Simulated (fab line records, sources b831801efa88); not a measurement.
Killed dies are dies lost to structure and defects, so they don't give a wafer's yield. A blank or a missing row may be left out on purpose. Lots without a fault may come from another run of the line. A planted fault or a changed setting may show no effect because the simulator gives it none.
Chamber matching | flow sky130 | SKY_VIA4_CMP_21 on cmp-01: 4 sister chambers
The step polishes, stops on SiO2, t overpolish 25 s, target thk 0 nm. 4 wafers are shown with their chamber, then 8 later ones without.

WAFERS WITH THEIR CHAMBER
wafer  | chamber | motor_current_A (A)
L855.6 | 0       | 11.9
L859.3 | 2       | 9.8
L859.5 | 1       | 11.2
L860.1 | 3       | 9.2

WAFERS WITHOUT THEIR CHAMBER
wafer  | motor_current_A (A)
L860.3 | 9.8
L860.5 | 11.7
L861.1 | 11.5
L861.3 | 11.5
L861.6 | 9.7
L869.4 | 9.9
L869.5 | 10.3
L869.6 | 11.1

WHICH CHAMBER EACH WENT THROUGH
wafer  | from the rows above     | in truth
L860.3 | 2                       | 2
L860.5 | can't be placed: 0 or 1 | 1
L861.1 | can't be placed: 1 or 0 | 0
L861.3 | can't be placed: 1 or 0 | 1
L861.6 | can't be placed: 2 or 3 | 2
L869.4 | 2                       | 2
L869.5 | can't be placed: 2 or 1 | 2
L869.6 | 1                       | 1
Placed correctly: 3 of 8. Can't be placed from these rows: 5 (the true chamber is among the candidates in 5). Placed wrongly: 0.
How it was worked out, from the rows above alone: a wafer's distance from a chamber is the root of the sum, over the readings, of the square of ((its reading less the chamber's mean) divided by the reading's scatter). The wafer belongs to the nearest chamber; if the next one is less than 2 further off, it can't be placed. A chamber's mean is the mean of its shown wafers. The scatter: with one shown wafer a chamber, the root of the mean of the squares of how far each hidden wafer lies from its nearest shown one.
